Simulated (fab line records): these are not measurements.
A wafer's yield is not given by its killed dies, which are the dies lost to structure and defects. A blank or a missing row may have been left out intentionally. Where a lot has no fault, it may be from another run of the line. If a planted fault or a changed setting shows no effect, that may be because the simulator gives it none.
A sampling plan put to the test ; flow sky130 ; one fab line, 52 faults that these records tell of, each judged on the records of the lots that it struck; 1 more is left out, because the records don't allow judging it
Plan = the line's own looks (route steps where a gauge or an inspection reads the wafer without altering it). A look can be judged if struck wafers have a number there and the file gives its usual mean and standard deviation on fault-free wafers. Caught: at a look after the fault's first step, the mean of the struck wafers lies 4 or more of those standard deviations (sigma) from the usual mean. On the tool: the same test on the tool's own readings at the fault's steps. If the struck wafers alone have a blank record, or they carry another recipe, that too counts as caught.

THE FAULTS, as the simulator had put them in
1. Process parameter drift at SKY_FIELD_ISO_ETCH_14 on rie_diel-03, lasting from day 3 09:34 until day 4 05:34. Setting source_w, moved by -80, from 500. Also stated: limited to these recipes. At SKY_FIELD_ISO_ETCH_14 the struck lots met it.
2. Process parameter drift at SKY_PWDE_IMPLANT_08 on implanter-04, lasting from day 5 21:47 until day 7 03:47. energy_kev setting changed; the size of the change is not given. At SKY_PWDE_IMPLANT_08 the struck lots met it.
3. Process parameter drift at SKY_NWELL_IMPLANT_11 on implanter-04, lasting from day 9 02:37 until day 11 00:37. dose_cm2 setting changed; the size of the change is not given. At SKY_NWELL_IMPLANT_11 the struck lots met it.
4. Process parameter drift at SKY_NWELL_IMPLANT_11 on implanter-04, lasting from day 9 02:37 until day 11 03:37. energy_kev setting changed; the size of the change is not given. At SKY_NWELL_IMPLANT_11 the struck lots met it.
5. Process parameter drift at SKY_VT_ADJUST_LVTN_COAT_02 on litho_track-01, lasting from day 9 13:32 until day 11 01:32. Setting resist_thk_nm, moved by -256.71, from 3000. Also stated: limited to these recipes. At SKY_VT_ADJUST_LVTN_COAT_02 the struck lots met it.
6. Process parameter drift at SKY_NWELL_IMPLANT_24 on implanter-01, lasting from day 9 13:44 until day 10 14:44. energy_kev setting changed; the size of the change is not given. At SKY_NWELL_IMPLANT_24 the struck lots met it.
7. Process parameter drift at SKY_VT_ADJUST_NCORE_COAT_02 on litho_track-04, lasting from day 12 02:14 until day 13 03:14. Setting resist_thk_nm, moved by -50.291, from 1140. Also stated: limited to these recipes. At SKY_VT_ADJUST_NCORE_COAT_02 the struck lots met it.
8. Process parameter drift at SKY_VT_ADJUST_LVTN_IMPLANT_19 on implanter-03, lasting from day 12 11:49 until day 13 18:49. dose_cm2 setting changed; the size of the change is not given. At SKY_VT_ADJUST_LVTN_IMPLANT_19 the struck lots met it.
9. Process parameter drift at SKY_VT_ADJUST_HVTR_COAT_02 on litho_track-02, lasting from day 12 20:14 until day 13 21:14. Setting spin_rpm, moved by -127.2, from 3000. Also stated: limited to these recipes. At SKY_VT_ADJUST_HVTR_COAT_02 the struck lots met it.
10. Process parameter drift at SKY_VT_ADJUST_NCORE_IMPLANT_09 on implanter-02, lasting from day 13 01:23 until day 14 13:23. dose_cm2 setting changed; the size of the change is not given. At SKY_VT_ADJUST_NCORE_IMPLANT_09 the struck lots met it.
11. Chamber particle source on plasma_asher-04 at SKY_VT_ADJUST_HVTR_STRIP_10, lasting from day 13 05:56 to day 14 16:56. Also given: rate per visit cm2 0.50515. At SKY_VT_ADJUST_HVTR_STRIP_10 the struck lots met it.
12. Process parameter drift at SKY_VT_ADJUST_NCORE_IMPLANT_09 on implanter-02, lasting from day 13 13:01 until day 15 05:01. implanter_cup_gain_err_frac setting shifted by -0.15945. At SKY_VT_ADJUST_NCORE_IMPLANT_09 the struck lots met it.
13. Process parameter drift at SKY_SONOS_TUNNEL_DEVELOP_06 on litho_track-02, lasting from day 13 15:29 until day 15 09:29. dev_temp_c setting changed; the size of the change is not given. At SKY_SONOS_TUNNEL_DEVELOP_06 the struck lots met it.
14. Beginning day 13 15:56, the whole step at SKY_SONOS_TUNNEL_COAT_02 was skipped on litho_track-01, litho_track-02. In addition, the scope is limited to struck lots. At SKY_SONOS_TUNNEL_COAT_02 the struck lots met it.
15. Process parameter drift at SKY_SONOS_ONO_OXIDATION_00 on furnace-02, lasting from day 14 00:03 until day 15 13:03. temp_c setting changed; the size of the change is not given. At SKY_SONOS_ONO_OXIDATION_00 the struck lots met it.
16. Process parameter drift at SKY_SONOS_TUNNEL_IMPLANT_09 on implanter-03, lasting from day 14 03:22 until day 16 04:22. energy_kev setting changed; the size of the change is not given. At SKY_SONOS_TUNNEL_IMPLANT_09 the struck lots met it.
17. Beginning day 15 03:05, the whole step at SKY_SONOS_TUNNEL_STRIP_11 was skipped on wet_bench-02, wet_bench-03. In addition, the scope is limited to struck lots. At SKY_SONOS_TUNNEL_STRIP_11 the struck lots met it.
18. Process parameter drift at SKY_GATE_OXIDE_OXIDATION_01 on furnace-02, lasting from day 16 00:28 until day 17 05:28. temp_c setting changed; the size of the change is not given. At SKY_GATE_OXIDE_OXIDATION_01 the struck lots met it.
19. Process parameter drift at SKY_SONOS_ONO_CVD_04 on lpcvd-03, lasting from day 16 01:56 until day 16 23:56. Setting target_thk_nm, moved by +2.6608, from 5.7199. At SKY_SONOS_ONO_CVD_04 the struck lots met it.
20. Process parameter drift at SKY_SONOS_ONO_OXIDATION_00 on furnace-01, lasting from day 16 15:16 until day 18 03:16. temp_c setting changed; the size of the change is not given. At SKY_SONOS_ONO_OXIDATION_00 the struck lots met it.
21. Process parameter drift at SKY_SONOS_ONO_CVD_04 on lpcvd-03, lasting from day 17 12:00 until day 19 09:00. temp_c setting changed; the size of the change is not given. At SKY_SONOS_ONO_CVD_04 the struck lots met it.
22. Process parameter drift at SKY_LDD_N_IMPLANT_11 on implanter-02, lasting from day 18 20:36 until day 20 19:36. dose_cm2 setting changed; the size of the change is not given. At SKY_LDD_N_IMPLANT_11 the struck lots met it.
23. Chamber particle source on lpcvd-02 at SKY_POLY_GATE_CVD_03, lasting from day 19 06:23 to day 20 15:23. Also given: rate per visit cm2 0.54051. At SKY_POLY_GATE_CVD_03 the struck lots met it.
24. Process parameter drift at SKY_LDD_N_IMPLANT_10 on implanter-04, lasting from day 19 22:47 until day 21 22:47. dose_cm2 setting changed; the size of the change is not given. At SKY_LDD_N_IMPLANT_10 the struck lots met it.
25. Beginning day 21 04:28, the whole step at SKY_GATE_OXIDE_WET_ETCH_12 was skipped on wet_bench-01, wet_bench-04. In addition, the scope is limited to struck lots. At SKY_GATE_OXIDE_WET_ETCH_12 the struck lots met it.
26. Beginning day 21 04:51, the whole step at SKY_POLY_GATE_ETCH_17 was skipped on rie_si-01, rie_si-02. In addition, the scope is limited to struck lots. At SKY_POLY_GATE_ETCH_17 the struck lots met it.
27. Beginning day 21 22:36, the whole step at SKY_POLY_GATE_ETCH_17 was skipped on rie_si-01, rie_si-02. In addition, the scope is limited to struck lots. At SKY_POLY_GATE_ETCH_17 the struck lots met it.
28. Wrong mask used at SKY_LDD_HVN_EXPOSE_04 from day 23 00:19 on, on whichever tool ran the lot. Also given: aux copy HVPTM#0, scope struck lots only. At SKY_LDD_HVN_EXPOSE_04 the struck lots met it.
29. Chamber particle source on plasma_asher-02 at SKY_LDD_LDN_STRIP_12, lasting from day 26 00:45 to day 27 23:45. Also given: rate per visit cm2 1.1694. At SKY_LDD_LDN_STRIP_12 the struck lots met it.
30. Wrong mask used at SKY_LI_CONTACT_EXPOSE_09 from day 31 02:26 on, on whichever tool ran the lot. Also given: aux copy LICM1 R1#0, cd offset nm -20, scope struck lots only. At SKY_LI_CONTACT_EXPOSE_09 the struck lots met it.
31. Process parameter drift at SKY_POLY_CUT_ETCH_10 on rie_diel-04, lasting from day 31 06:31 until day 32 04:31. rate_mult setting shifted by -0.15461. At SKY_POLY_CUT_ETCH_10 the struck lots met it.
32. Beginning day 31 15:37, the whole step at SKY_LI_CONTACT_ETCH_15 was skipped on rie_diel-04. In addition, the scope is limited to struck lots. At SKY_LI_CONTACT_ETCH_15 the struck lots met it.
33. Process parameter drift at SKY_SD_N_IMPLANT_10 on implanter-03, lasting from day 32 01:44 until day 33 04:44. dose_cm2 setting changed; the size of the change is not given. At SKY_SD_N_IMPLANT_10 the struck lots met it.
34. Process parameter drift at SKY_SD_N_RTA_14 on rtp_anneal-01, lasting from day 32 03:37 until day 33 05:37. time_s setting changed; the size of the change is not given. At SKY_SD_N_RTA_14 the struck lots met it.
35. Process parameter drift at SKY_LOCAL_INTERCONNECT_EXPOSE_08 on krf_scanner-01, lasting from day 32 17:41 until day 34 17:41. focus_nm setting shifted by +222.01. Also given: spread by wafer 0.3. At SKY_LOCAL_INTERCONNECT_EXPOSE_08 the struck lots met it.
36. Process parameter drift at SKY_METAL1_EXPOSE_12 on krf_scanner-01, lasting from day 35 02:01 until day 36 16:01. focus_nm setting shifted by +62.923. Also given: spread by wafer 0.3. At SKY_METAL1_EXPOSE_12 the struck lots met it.
37. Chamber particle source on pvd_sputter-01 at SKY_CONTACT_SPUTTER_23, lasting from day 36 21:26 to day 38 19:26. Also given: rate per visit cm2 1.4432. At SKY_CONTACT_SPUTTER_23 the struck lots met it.
38. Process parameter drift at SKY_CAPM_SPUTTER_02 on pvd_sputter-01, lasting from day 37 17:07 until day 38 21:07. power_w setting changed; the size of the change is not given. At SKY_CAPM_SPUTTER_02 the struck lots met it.
39. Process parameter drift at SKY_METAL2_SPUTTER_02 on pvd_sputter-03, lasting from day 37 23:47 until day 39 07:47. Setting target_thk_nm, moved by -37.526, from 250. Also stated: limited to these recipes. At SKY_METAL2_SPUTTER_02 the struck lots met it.
40. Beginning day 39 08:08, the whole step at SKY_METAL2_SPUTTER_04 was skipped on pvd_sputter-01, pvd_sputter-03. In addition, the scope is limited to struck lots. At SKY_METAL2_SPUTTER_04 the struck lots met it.
41. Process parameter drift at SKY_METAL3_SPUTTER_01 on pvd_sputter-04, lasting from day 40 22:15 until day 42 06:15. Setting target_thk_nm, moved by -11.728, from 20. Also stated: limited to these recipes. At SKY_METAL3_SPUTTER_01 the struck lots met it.
42. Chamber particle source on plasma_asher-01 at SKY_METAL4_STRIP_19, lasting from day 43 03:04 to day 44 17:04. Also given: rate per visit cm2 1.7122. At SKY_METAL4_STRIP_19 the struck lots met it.
43. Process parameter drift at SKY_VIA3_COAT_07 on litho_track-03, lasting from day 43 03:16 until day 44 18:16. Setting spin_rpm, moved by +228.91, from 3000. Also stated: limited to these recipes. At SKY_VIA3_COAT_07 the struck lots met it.
44. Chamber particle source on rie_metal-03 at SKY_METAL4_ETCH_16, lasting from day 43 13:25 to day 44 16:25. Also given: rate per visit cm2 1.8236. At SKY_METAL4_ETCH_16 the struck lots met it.
45. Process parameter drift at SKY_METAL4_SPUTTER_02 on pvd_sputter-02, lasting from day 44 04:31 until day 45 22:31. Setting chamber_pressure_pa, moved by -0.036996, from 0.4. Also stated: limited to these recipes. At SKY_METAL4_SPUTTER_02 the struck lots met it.
46. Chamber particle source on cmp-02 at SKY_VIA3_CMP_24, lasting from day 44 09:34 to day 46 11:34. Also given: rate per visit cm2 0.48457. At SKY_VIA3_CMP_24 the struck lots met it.
47. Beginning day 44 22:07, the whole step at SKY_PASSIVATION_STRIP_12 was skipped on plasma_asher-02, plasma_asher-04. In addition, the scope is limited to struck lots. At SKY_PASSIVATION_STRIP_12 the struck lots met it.
48. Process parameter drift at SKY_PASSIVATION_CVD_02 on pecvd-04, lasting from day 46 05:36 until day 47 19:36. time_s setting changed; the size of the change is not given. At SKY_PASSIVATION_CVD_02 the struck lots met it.
49. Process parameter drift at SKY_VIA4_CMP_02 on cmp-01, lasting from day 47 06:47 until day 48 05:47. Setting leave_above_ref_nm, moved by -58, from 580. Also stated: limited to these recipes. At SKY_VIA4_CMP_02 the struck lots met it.
50. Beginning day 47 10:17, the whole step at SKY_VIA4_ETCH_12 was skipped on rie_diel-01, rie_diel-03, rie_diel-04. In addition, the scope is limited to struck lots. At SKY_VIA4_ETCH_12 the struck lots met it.
51. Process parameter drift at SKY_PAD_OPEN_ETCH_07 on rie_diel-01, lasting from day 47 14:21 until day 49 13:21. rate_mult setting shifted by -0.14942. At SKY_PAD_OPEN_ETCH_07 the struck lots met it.
52. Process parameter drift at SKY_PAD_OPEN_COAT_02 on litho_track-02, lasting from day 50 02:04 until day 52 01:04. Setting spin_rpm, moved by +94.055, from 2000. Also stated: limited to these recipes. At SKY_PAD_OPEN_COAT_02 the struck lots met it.

WHAT THE PLAN SAW
fault;on the tool itself;first look that catches it;reading, sigma;median hours from its first step to that look;hours from the fault's start to the first struck lot there;judged looks passed uncaught
1;rf_fwd_power_W -38 sigma;not the one look that can be judged after it;-;-;-;1
2;beam_energy_keV -99 or beyond sigma;none of the 6 looks that can be judged after it;-;-;-;6
3;dose_ions_cm2 +25 sigma;none of the 4 looks that can be judged after it;strongest: NWELL_RS at SKY_NWELL_RS_MEAS_29, -3.7;-;-;4
4;beam_energy_keV -99 or beyond sigma;SKY_NWELL_RS_MEAS_29;NWELL_RS +13;22.5;29;1
5;no reading that can be judged;no look after it can be judged;-;-;-;0
6;beam_energy_keV -99 or beyond sigma;no look after it can be judged;-;-;-;0
7;no reading that can be judged;not the one look that can be judged after it;strongest: cd_nm at SKY_VT_ADJUST_NCORE_CD_MEAS_07, +2.7;-;-;1
8;dose_ions_cm2 -99 or beyond sigma;SKY_VT_ADJUST_LVTN_TW_MEAS_21;VT_ADJUST_LVTN_2_TW -10;0.2;10;0
9;spin_speed_rpm -70 sigma;none of the 3 looks that can be judged after it;-;-;-;3
10;dose_ions_cm2 -44 sigma;no look after it can be judged;-;-;-;0
11;under 2 sigma;not the one look that can be judged after it;-;-;-;1
12;beam_on_s +8.9 sigma;SKY_VT_ADJUST_NCORE_TW_MEAS_11;VT_ADJUST_NCORE_TW +7.2;0.2;6;0
13;developer_temp_C -9.0 sigma;not the one look that can be judged after it;-;-;-;1
14;the tool's record is blank for the struck wafers;no look after it can be judged;-;-;-;0
15;tube_center_temp_C -99 or beyond sigma;SKY_SONOS_ONO_THK_MEAS_01;SONOS_ONO_OXIDATION_THK -11;1.4;9;0
16;beam_energy_keV -99 or beyond sigma;no look after it can be judged;-;-;-;0
17;the tool's record is blank for the struck wafers;no look after it can be judged;-;-;-;0
18;tube_center_temp_C -99 or beyond sigma;SKY_GATE_OXIDE_THK_MEAS_02;GATE_OXIDE_OXIDATION_00_THK -12;1.4;11;0
19;under 2 sigma;SKY_SONOS_ONO_THK_MEAS_05;SONOS_ONO_CVD_04_THK +25;1.2;6;0
20;tube_center_temp_C +99 or beyond sigma;SKY_SONOS_ONO_THK_MEAS_01;SONOS_ONO_OXIDATION_THK +5.5;1.4;4;0
21;susceptor_temp_C +99 or beyond sigma;SKY_SONOS_ONO_THK_MEAS_05;SONOS_ONO_CVD_04_THK +34;1.3;4;0
22;dose_ions_cm2 +99 or beyond sigma;SKY_LDD_N_TW_MEAS_17;LDD_N_TW +14;0.8;27;0
23;under 2 sigma;not the one look that can be judged after it;-;-;-;1
24;dose_ions_cm2 -99 or beyond sigma;not the one look that can be judged after it;-;-;-;1
25;the tool's record is blank for the struck wafers;no look after it can be judged;-;-;-;0
26;the tool's record is blank for the struck wafers;no look after it can be judged;-;-;-;0
27;the tool's record is blank for the struck wafers;no look after it can be judged;-;-;-;0
28;no reading that can be judged;SKY_LDD_HVN_TW_MEAS_10;LDD_HVN_TW -99 or beyond;15.2;16;0
29;under 2 sigma;not the one look that can be judged after it;-;-;-;1
30;under 2 sigma;SKY_LI_CONTACT_CD_MEAS_12;cd_nm -15;13.1;16;0
31;under 2 sigma;no look after it can be judged;-;-;-;0
32;the tool's record is blank for the struck wafers;no look after it can be judged;-;-;-;0
33;dose_ions_cm2 -99 or beyond sigma;SKY_SD_N_RS_MEAS_16;SD_N_RS +9.2;0.6;5;0
34;under 2 sigma;SKY_SD_N_RS_MEAS_16;SD_N_RS -99 or beyond;0.2;7;0
35;under 2 sigma;SKY_LOCAL_INTERCONNECT_CD_MEAS_11;cd_nm -25;13.0;33;0
36;no reading that can be judged;not the one look that can be judged after it;strongest: cd_nm at SKY_METAL1_CD_MEAS_15, -2.5;-;-;1
37;under 2 sigma;none of the 2 looks that can be judged after it;-;-;-;2
38;cathode_dc_power_W +99 or beyond sigma;SKY_CAPM_RS_MEAS_03;CAPM_TIN_RS -18;0.1;13;0
39;under 2 sigma;SKY_METAL2_RS_MEAS_05;METAL2_ALCU_RS +20;0.1;5;0
40;the tool's record is blank for the struck wafers;SKY_METAL2_THK_MEAS_06;METAL2_ALCU_THK +11;1.7;4;0
41;under 2 sigma;no look after it can be judged;-;-;-;0
42;under 2 sigma;no look after it can be judged;-;-;-;0
43;spin_speed_rpm +99 or beyond sigma;not the one look that can be judged after it;-;-;-;1
44;under 2 sigma;no look after it can be judged;-;-;-;0
45;chamber_pressure_pa -48 sigma;no look after it can be judged;-;-;-;0
46;under 2 sigma;none of the 2 looks that can be judged after it;-;-;-;2
47;the tool's record is blank for the struck wafers;not the one look that can be judged after it;-;-;-;1
48;under 2 sigma;SKY_PASSIVATION_THK_MEAS_03;PASSIVATION_CVD_02_THK +18;0.2;18;0
49;under 2 sigma;no look after it can be judged;-;-;-;0
50;the tool's record is blank for the struck wafers;no look after it can be judged;-;-;-;0
51;oes_product_au -10.0 sigma;no look after it can be judged;-;-;-;0
52;spin_speed_rpm +78 sigma;no look after it can be judged;-;-;-;0
A dash: the fault isn't caught, or these records don't give the number.

Caught at a look: 18 of 52. Caught on the tool: 32 of 52. By one or the other: 39 of 52.
On the tool alone, faults 1, 2, 3, 6, 9, 10, 13, 14, 16, 17, 24, 25, 26, 27, 32, 43, 45, 47, 50, 51, 52 were caught.
Caught at a look alone: faults 19, 28, 30, 34, 35, 39, 48.
Caught by neither: faults 5, 7, 11, 23, 29, 31, 36, 37, 41, 42, 44, 46, 49.

THINNER SAMPLING
Were the look that catches a fault to measure just every second or every third lot (counted by lot number), the first struck lot would, at worst, be measured this late:
fault;struck lots at that look, in order of time;every lot;every second lot;every third lot
4;L316, L317;29 h;34 h;may miss all 2
8;L328, L329, L331;10 h;21 h;may miss all 3
12;L846, L851;6 h;35 h;may miss all 2
15;L479, L481;9 h;may miss all 2;may miss all 2
18;L752, L753;11 h;16 h;may miss all 2
19;L817, L818, L819;6 h;15 h;20 h
20;L185, L187, L188;4 h;34 h;may miss all 3
21;L761, L762, L763;4 h;16 h;22 h
22;L305, L306, L307;27 h;38 h;43 h
28;L470;16 h;may miss it;may miss it
30;L240;16 h;may miss it;may miss it
33;L318, L320;5 h;may miss all 2;may miss all 2
34;L206, L208;7 h;may miss all 2;may miss all 2
35;L662, L664;33 h;may miss all 2;may miss all 2
38;L419, L420;13 h;20 h;may miss all 2
39;L343, L345, L346;5 h;31 h;may miss all 3
40;L441, L442, L443;4 h;11 h;26 h
48;L793, L794;18 h;25 h;may miss all 2
Hours: fault start to first struck lot measured. The limit of 4 sigma was tested on all struck wafers together, so one lot alone may lie under it. Other struck lots may not be in these records.

THE LONGEST TIMED WAY FROM STEP TO LOOK
Fault 4: a median of 22.5 hours passes between SKY_NWELL_IMPLANT_11 and SKY_NWELL_RS_MEAS_29. The look between them that can be judged stayed within 4 sigma: SKY_NWELL_TW_MEAS_15.
